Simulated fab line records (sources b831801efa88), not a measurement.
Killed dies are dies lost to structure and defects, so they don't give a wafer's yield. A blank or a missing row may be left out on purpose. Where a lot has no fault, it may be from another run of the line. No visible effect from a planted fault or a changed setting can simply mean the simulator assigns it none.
Struck lot and sound lot, side by side	flow sky130	35 out of 708 route steps
Sound: the wafers L549.1, L549.3, L549.6. Wafers struck: L562.1, L562.2, L562.3. The cause comes at the end.
Per side, at each step with rows, come the tool, then ch with its chambers, and then its first start. Under that, the readings that differ: sound wafers	struck wafers	difference of the means	sigmas: that difference in standard deviations of wafers without a fault.
alike: words and numbers the same on both sides, and readings whose means are apart by under 2 such deviations; not compared: readings that were withheld, readings missing a value for some wafer, numbers with overlapping values and no deviation given by the record, and bounds like >300 which may hide the same value.
The two part at a step that has a row with sigmas, a row that says differs or no value, or rows on one side only. When numbers do not overlap yet have no deviation, they are printed without sigmas and do not part them. A reading that every wafer of one side lacks parts them only if that side has two wafers or more.

first, 10 steps without rows for these wafers: SKY_CONTACT_STRIP_19 (strips in O2/N2); SKY_CONTACT_STRIP_20 (strips in post etch residue remover, time 1200 s); SKY_CONTACT_CLEAN_21 (cleans in IPA, time 180 s); SKY_CONTACT_CLEAN_22 (cleans in O3/DIW); SKY_CONTACT_SPUTTER_23 (material TiN, target thk 20 nm, time 80 s); SKY_CONTACT_CVD_24 (deposits W, target thk 340 nm, time 102.12 s); SKY_CONTACT_CMP_27 (polishes, stops on SiO2, t overpolish 15 s, target thk 0 nm); SKY_METAL1_SPUTTER_00 (material Ti, target thk 15 nm, time 10 s); SKY_METAL1_SPUTTER_01 (material TiN, target thk 20 nm, time 16.7 s); SKY_METAL1_SPUTTER_02 (material AlCu, target thk 250 nm, time 13.3 s).
SKY_METAL1_SPUTTER_03: material Ti, target thk 5 nm, time 3.3 s.
  sound on pvdSputter-03 at day 32 18:41; struck on pvdSputter-02 at day 36 16:22
  alike: chamberPressurePa, throttleValvePct
then, 23 steps without rows for these wafers: SKY_METAL1_SPUTTER_04 (material TiN, target thk 70 nm, time 58.3 s); SKY_METAL1_DEHYDRATE_07 (time 60 s); SKY_METAL1_HMDS_08 (prime time 60 s); SKY_METAL1_COAT_09 (resist thk 60 nm); SKY_METAL1_COAT_10 (resist thk 450 nm); SKY_METAL1_SOFTBAKE_11 (time 90 s); SKY_METAL1_EXPOSE_12 (exposes mask MM1, target cd 140 nm); SKY_METAL1_PEB_13; SKY_METAL1_DEVELOP_14 (develop time 60 s); SKY_METAL1_DESCUM_17 (chemistry O2, time 8 s); SKY_METAL1_ETCH_18 (etches BARC in N2/H2, stops on SiO2, time 45.9 s, target depth 60 nm); SKY_METAL1_METAL_ETCH_19 (etches the open film in Cl2/BCl3, stops on SiO2, target depth 360 nm, time 78 s); SKY_METAL1_STRIP_20 (strips in O2/N2); SKY_METAL1_STRIP_21 (strips in post etch residue remover, time 1200 s); SKY_METAL1_CLEAN_22 (cleans in IPA, time 180 s); SKY_METAL1_CLEAN_23 (cleans in O3/DIW); SKY_VIA1_HDPCVD_00 (deposits SiO2, target thk 1030 nm, time 171.7 s); SKY_VIA1_CMP_02 (polishes SiO2); SKY_VIA1_DEHYDRATE_04 (time 60 s); SKY_VIA1_HMDS_05 (prime time 60 s); SKY_VIA1_COAT_06 (resist thk 60 nm); SKY_VIA1_COAT_07 (resist thk 450 nm); SKY_VIA1_SOFTBAKE_08 (time 90 s).
-- the record jumps here: 13 days lie between the struck wafers' starts before and after (it left off in module VIA1 and takes up again in module PAD_OPEN, whose first step shown is number 708 of the route) --
SKY_PAD_OPEN_PROBE_99:
  sound on prober-02 at day 46 14:40; struck on prober-01 at day 49 20:29
reading	sound	struck	difference	sigmas
defectLimitedYield (%)	83.1 83.7 85.0	73.6 78.9 71.3	-9.3	-5
killed_at_M0_to_M3	41 40 39	99 64 96	+46	+7
killedDies	83 80 74	130 104 141	+46	+5
sort_bin_3_pad_short (%)	0.4 1.0 0.8	4.7 2.0 3.5	+2.7	+6
sort_bin_5_function (%)	11.0 6.5 10.0	16.9 13.4 17.1	+6.6	+5
sortNPass	409 412 418	362 388 351	-46	-5
sortYieldPct (%)	83.1 83.7 85.0	73.6 78.9 71.3	-9.3	-5
model.etest.tester.sortNPass	409 412 418	362 388 351	-46	
model.etest.tester.sortYieldPct (%)	83.13 83.74 84.96	73.58 78.86 71.34	-9.35	
model.etest.tester.sort_bin_5_pct (%)	10.98 6.504 9.959	16.87 13.41 17.07	+6.64	
model.etest.tester.sort_bin_3_pct (%)	0.4065 1.016 0.813	4.675 2.033 3.455	+2.643	
  alike: killed_at_M4_up, killedAtContacts, killedAtFrontEnd, killedAtOther, killedOpen, killedShort, sort_bin_6_memory

WHERE THEY PART
Within this record, at SKY_PAD_OPEN_PROBE_99 only.

WHY: the cause the simulator had injected
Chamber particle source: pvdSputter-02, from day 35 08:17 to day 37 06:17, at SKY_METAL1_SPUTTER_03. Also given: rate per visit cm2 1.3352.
